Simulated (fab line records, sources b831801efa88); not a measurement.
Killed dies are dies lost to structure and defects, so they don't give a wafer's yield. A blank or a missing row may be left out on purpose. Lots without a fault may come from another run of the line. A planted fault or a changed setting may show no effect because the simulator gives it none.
Chamber matching | flow gf180mcu | GF_CONTACT_CMP_04 on cmp-02: 4 sister chambers
The step polishes SiO2. 15 wafers are shown with their chamber, then 7 later ones without.

WAFERS WITH THEIR CHAMBER
wafer  | chamber | motor_current_A (A) | retaining_ring_pressure_frac | time_to_endpoint_s (s)
L252.2 | 2       | 13.0                | 0.999                        | 118
L252.3 | 0       | 13.4                | 1.001                        | 120
L252.6 | 2       | 13.0                | 0.997                        | 121
L258.4 | 3       | 14.3                | 0.993                        | 108
L258.5 | 1       | 11.3                | 0.997                        | 111
L258.6 | 2       | 13.2                | 1.001                        | 110
L259.2 | 0       | 14.1                | 0.992                        | 110
L259.3 | 1       | 11.0                | 0.994                        | 112
L259.4 | 2       | 13.4                | 1.005                        | 113
L260.2 | 2       | 13.6                | 1.005                        | 112
L260.3 | 1       | 10.9                | 0.993                        | 107
L260.5 | 1       | 11.8                | 0.997                        | 116
L261.1 | 3       | 15.2                | 0.993                        | 108
L261.4 | 2       | 13.6                | 0.999                        | 111
L261.5 | 0       | 13.4                | 0.988                        | 118

SIGNATURES (means of the wafers above)
reading                      | chamber 0 | chamber 1 | chamber 2 | chamber 3 | scatter within a chamber
motor_current_A              | 13.633    | 11.250    | 13.300    | 14.750    | 0.382
retaining_ring_pressure_frac | 0.99367   | 0.99525   | 1.00100   | 0.99300   | 0.00378
time_to_endpoint_s           | 116.00    | 111.50    | 114.17    | 108.00    | 4.18
Rule: a wafer's distance from a chamber is the root of the sum, over the readings, of the square of ((its reading less the chamber's mean) divided by the reading's scatter). The wafer belongs to the nearest chamber; if the next one is less than 2 further off, it can't be placed. The scatter: the root of (the sum of the squares of (reading less its chamber's mean) over the shown wafers, divided by (wafers less chambers)).

WAFERS WITHOUT THEIR CHAMBER
wafer  | motor_current_A (A) | retaining_ring_pressure_frac | time_to_endpoint_s (s)
L263.4 | 13.3                | 0.995                        | 106
L263.5 | 14.3                | 0.997                        | 114
L263.6 | 13.3                | 0.998                        | 112
L272.3 | 12.9                | 0.996                        | 106
L272.5 | 13.6                | 1.004                        | 107
L273.3 | 15.4                | 1.002                        | 102
L273.6 | 13.3                | 0.996                        | 102

WHICH CHAMBER EACH WENT THROUGH
wafer  | from the rows above          | in truth
L263.4 | can't be placed: 2 or 0 or 3 | 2
L263.5 | can't be placed: 0 or 3 or 2 | 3
L263.6 | can't be placed: 2 or 0      | 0
L272.3 | can't be placed: 2 or 0 or 1 | 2
L272.5 | can't be placed: 2 or 0      | 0
L273.3 | 3                            | 3
L273.6 | can't be placed: 2 or 0 or 3 | 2
Placed correctly: 1 of 7. Can't be placed from these rows: 6 (the true chamber is among the candidates in 6). Placed wrongly: 0.
